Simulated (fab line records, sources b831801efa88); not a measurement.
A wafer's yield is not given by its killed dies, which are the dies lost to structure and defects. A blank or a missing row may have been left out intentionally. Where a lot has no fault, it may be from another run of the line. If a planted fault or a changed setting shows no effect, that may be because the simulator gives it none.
2 desks looking at one fault -- flow sky130 -- numbers are kept per desk, each desk with only its own; the story behind them comes last

FOR THE TOOL OWNER'S DESK: plasmaAsher-02
The tool's own readings at SKY_METAL1_STRIP_20 (strips in O2/N2): means of the sampled wafers that have a number, for each lot that ran on this tool. Marked OUT: a lot whose mean sits more than 4 standard deviations from the usual mean, which makes it out of limits; the brackets give that distance.
Columns: A = drypumpMotorCurrentA at SKY_METAL1_STRIP_20, usual 5.17 A; B = o2FlowSccm at SKY_METAL1_STRIP_20, usual 3000 sccm; C = oesProductAu at SKY_METAL1_STRIP_20, usual 0.343 a.u.; D = stripTimeToEndpointS at SKY_METAL1_STRIP_20, usual 2.71 s
lot,first seen here,A,B,C,D
L558,day 33 05:13,5.18,3009,0.350,2.72
L560,day 33 16:04,5.42,3002,0.343,2.74
L562,day 34 10:21,5.43,2989,0.346,2.72
L573,day 37 22:36,5.19,2993,0.343,2.70
L574,day 38 09:43,5.19,2993,0.342,2.70
This desk's verdict: no lot among the 5 shows anything out of limits.

THE METROLOGY DESK
What the gauges read, lot by lot, whatever tool the lot ran on: means of the sampled wafers that have a number. Marked OUT: a lot whose mean sits more than 4 standard deviations from the usual mean, which makes it out of limits; the brackets give that distance.
Columns: A = CAPM_TIN_THK at SKY_CAPM_THK_MEAS_04, usual 200.9 nm
lot,first seen here,A
L557,day 36 17:49,198.7
L558,day 36 18:10,199.8
L559,day 37 02:56,201.7
L560,day 37 04:13,201.2
L561,day 37 22:27,198.3
L562,day 37 23:32,203.3
L563,day 38 13:01,199.6
L565,day 38 22:25,200.0
L573,day 41 07:23,200.7
L574,day 41 17:10,200.9
L578,day 42 16:28,196.6
L580,day 43 02:44,204.0
This desk's verdict: no lot among the 12 shows anything out of limits.

ALL TOGETHER
The tool owner's desk saw nothing out of limits.
From the metrology desk's view, nothing was out of limits.

WHAT WAS PUT IN BY THE SIMULATOR
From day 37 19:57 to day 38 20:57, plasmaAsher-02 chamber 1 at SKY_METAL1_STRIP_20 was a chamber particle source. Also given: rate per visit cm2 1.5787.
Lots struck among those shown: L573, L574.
